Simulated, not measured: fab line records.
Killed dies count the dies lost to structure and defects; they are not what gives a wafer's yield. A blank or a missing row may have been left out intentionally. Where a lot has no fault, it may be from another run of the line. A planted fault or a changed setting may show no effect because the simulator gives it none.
Struck lot and sound lot, side by side	flow sky130	22 out of 708 route steps
Sound: wafers L830.1, L830.2, L830.3. Wafers struck: L844.3, L844.4, L844.6. The cause comes at the end.
Each step with rows lists, per side, the tool, then ch with its chambers, then its first start. Under that, the readings that differ: sound wafers	struck wafers	difference of the means	sigmas: that difference in standard deviations of wafers without a fault.
alike: same words and numbers on both sides, and readings whose means sit less than 2 such deviations apart. not compared: any withheld reading, any reading some wafer has no value for, any bound like >300 that may hide the same value, and any number with overlapping values for which the record gives no deviation.
A row with sigmas, a row that says differs or no value, or rows on one side alone: a step with any of these is where the two part. Numbers that have no deviation but don't overlap get no sigmas and don't part them. A reading missing from all wafers of one side parts the sides only when that side holds two or more wafers.

first, 1 step without rows for these wafers: SKY_METAL2_SPUTTER_00 (material Ti, target thk 15 nm, time 10 s).
SKY_METAL2_SPUTTER_01: material TiN, target thk 20 nm, time 16.7 s.
  sound on pvd_sputter-04, day 34 15:55; struck on pvd_sputter-02, day 39 03:56
  alike: throttle_valve_pct
SKY_METAL2_SPUTTER_02: material AlCu, target thk 250 nm, time 13.3 s.
  sound on pvd_sputter-04, day 34 15:57; struck on pvd_sputter-02, day 39 03:58
  alike: throttle_valve_pct
SKY_METAL2_SPUTTER_03: material Ti, target thk 5 nm, time 3.3 s.
  sound on pvd_sputter-04, day 34 15:58; struck on pvd_sputter-02, day 39 03:59
  alike: throttle_valve_pct
SKY_METAL2_SPUTTER_04: material TiN, target thk 70 nm, time 58.3 s.
  sound on pvd_sputter-04, day 34 15:59; struck on pvd_sputter-02, day 39 04:00
  alike: throttle_valve_pct
SKY_METAL2_RS_MEAS_05: measurement is done with a four-point probe.
  sound on film_metro-02, day 34 16:02; struck on film_metro-01, day 39 04:05
  alike: METAL2_ALCU_RS
SKY_METAL2_THK_MEAS_06: measures by xrf.
  sound on film_metro-02, day 34 16:10; struck on film_metro-01, day 39 04:11
  alike: METAL2_ALCU_THK
then, 5 steps without rows for these wafers: SKY_METAL2_DEHYDRATE_07 (time 60 s); SKY_METAL2_HMDS_08 (prime time 60 s); SKY_METAL2_COAT_09 (resist thk 60 nm); SKY_METAL2_COAT_10 (resist thk 450 nm); SKY_METAL2_SOFTBAKE_11 (time 90 s).
SKY_METAL2_EXPOSE_12: exposes mask MM2, target cd 140 nm.
  sound on krf_scanner-01 ch 0, day 35 05:38; struck on krf_scanner-02 ch 0, day 39 16:14
reading	sound	struck	difference	sigmas
exposure_dose_mJ_cm2	28.012 28.019 27.981	26.197 26.150 26.170	-1.832	-65
  alike: mask
then, 2 steps without rows for these wafers: SKY_METAL2_PEB_13; SKY_METAL2_DEVELOP_14 (develop time 60 s).
SKY_METAL2_CD_MEAS_15: the cd target is 140 nm.
  sound on cd_sem-01, day 35 18:42; struck on cd_sem-01, day 40 04:40
reading	sound	struck	difference	sigmas
cd_nm (nm)	142.0 141.1 140.0	104.5 120.4 103.1	-31.7	-24
SKY_METAL2_OVL_MEAS_16:
  sound on overlay-02, day 35 18:49; struck on overlay-01, day 40 04:45
  alike: METAL2_OVL
SKY_METAL2_DESCUM_17: chemistry O2, time 8 s.
  sound on rie_metal-02 ch 0, day 35 18:52; struck on rie_metal-03 ch 0,1, day 40 04:47
reading	sound	struck	difference	sigmas
model.METAL2.cd_nm (nm)	142 140.7 140	105.1 119.7 103.5	-31.5	
  alike: drypump_motor_current_A, oes_product_au
  not compared: rf_hours_counter_h
then, 1 step without rows for these wafers: SKY_METAL2_ETCH_18 (etches BARC in N2/H2, stops on SiO2, time 45.9 s, target depth 60 nm).
SKY_METAL2_METAL_ETCH_19: etches the open film in Cl2/BCl3, stops on SiO2, target depth 360 nm, time 78 s.
  sound on rie_metal-02 ch 0, day 35 19:02; struck on rie_metal-03 ch 0,1, day 40 04:54
reading	sound	struck	difference	sigmas
model.METAL2.cd_nm (nm)	141.1 139.7 138.9	109.1 118.7 106.6	-28.4	
  alike: drypump_motor_current_A, oes_product_au, throttle_valve_pct
  not compared: rf_hours_counter_h
SKY_METAL2_STRIP_20: strips in O2/N2.
  sound on plasma_asher-01 ch 0,1, day 35 19:13; struck on plasma_asher-02 ch 0,1, day 40 04:59
  alike: drypump_motor_current_A, oes_product_au, strip_time_to_endpoint_s
  not compared: rf_hours_counter_h
-- the record jumps here: 10 days lie between the struck wafers' starts before and after (it left off in module METAL2 and takes up again in module PAD_OPEN, whose first step shown is number 708 of the route) --
SKY_PAD_OPEN_PROBE_99:
  sound on prober-01, day 46 08:49; struck on prober-02, day 49 23:15
reading	sound	struck	difference	sigmas
defect_limited_yield (%)	82.5 83.1 81.3	6.3 64.4 2.0	-58.1	-31
killed_at_M0_to_M3	37 38 52	421 138 446	+293	+46
killed_dies	86 83 92	461 175 482	+286	+31
killed_on_rim	19 19 13	74 16 91	+43	+10
sort_bin_5_function (%)	9.8 10.4 11.4	88.4 28.9 90.9	+58.9	+42
sort_n_pass	406 409 400	31 317 10	-286	-31
sort_yield_pct (%)	82.5 83.1 81.3	6.3 64.4 2.0	-58.1	-31
  alike: killed_at_M4_up, killed_at_contacts, killed_at_front_end, killed_at_other, killed_open, killed_short, sort_bin_3_pad_short, sort_bin_6_memory

WHERE THEY PART
At SKY_METAL2_EXPOSE_12 first; at SKY_PAD_OPEN_PROBE_99 last (within this record only).

WHY: what the simulator had put in
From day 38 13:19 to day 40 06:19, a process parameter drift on krf_scanner-02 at SKY_METAL2_EXPOSE_12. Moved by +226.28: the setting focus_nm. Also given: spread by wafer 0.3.
